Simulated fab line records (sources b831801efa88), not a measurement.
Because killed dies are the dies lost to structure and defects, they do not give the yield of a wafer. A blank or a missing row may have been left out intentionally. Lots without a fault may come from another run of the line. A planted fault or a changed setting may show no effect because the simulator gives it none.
Matching of chambers    flow sky130    cmp-02 running SKY_CONTACT_CMP_04: 4 sister chambers
The step polishes SiO2. 4 wafers are shown with their chamber, then 12 later ones without.

WAFERS WITH THEIR CHAMBER
wafer   chamber  motor current A (A)
L087.1  3        11.3
L091.2  0        11.5
L092.4  1        11.5
L092.5  2        10.3

WAFERS WITH NO CHAMBER GIVEN
wafer   motor current A (A)
L093.2  11.4
L093.4  11.2
L093.6  10.7
L094.2  11.8
L094.3  10.8
L094.6  11.3
L094.1  10.2
L094.4  11.7
L094.5  11.6
L097.2  10.8
L097.3  10.1
L097.6  11.4

WHICH CHAMBER EACH WENT THROUGH
wafer   from the rows above                in truth
L093.2  can't be placed: 0 or 1 or 3       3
L093.4  can't be placed: 3 or 0 or 1       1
L093.6  can't be placed: 2 or 3 or 0 or 1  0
L094.2  can't be placed: 0 or 1 or 3       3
L094.3  can't be placed: 2 or 3 or 0 or 1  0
L094.6  can't be placed: 3 or 0 or 1       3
L094.1  2                                  2
L094.4  can't be placed: 0 or 1 or 3       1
L094.5  can't be placed: 0 or 1 or 3       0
L097.2  can't be placed: 2 or 3 or 0 or 1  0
L097.3  2                                  2
L097.6  can't be placed: 0 or 1 or 3       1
2 of 12 placed correctly. Not placeable from these rows: 10 (in 10, the candidates include the true chamber). 0 placed wrongly.
How it was worked out, from the rows above alone: a wafer's distance from a chamber is the root of the sum, over the readings, of the square of ((its reading less the chamber's mean) divided by the reading's scatter). The wafer belongs to the nearest chamber; if the next one is less than 2 further off, it can't be placed. The mean given for a chamber averages the wafers shown for that chamber. The scatter: root of mean squared gap, hidden wafer to nearest shown wafer, with one shown wafer a chamber.
